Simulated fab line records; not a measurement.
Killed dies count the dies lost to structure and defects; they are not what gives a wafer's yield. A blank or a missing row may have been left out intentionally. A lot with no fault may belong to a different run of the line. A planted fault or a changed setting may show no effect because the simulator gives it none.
The same fault as seen by 2 desks ; flow gf180mcu ; what lay behind the numbers comes last; until then each desk has only its own

TOOL OWNER'S DESK, litho-track-03
The tool's own readings at GF_TOP_METAL_COAT_09 (resist thk 1500 nm): means of the sampled wafers that have a number, for each lot that ran on this tool. A lot is out of limits, marked OUT, if its mean lies more than 4 standard deviations from the usual mean; the brackets give that distance.
Columns: A = spin-speed-rpm at GF_TOP_METAL_COAT_09, usual 3000.2 rpm
lot;first seen here;A
L416;day 31 20:00;2998.7
L420;day 32 18:34;3000.2
L423;day 33 11:36;3147.8 (+59) OUT
L424;day 33 14:51;3146.3 (+58) OUT
This desk finds L423, L424 out of limits, L423 being first, at day 33 11:36 (spin-speed-rpm at GF_TOP_METAL_COAT_09). Within limits: L416, L420.

METROLOGY DESK
What the gauges read, lot by lot, whatever tool the lot ran on: means of the sampled wafers that have a number. A lot is out of limits, marked OUT, if its mean lies more than 4 standard deviations from the usual mean; the brackets give that distance.
Columns: A = V5_W_RS at GF_V5_RS_MEAS_24, usual 0.326 ohm/sq; B = V5_W_THK at GF_V5_THK_MEAS_25, usual 343 nm; C = TOP_METAL_ALCU_RS at GF_TOP_METAL_RS_MEAS_05, usual 0.0327 ohm/sq; D = TOP_METAL_ALCU_THK at GF_TOP_METAL_THK_MEAS_06, usual 917 nm; E = cd-nm at GF_TOP_METAL_CD_MEAS_14, usual 440.2 nm; F = TOP_METAL_OVL at GF_TOP_METAL_OVL_MEAS_15, usual 0.2 nm
lot;first seen here;A;B;C;D;E;F
L405;day 27 21:34;0.325;342;0.0336;882;436.1;-1.0
L416;day 31 10:53;0.333;334;0.0330;904;444.4;1.5
L420;day 32 09:05;0.327;345;0.0325;931;439.5;0.5
L421;day 32 14:22;0.328;344;0.0331;898;441.2;0.4
L423;day 33 03:49;0.326;344;0.0332;899;438.6;0.2
L424;day 33 06:13;0.325;347;0.0324;925;437.7;-1.1
This desk found nothing out of limits on any of the 6 lots.

ALL TOGETHER
An alarm could have come from the tool owner's desk at day 33 11:36, on L423, L424.
Metrology desk: nothing out of limits seen.
The metrology desk holds a record of L423, L424, inside its limits.
All the named lots went through GF_TOP_METAL_COAT_09 on litho-track-03.

WHAT THE SIMULATOR HAD INSERTED
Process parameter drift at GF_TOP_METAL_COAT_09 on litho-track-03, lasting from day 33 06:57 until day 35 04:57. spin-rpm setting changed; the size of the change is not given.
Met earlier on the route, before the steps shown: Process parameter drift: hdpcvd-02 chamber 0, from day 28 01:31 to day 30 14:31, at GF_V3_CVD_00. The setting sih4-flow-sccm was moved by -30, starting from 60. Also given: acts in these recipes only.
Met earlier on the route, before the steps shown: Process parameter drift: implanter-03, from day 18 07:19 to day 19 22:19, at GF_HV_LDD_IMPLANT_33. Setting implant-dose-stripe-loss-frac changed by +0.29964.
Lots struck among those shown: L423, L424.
Time in hours from fault onset to the first out-of-limits reading at each desk: the tool owner's desk, 5.
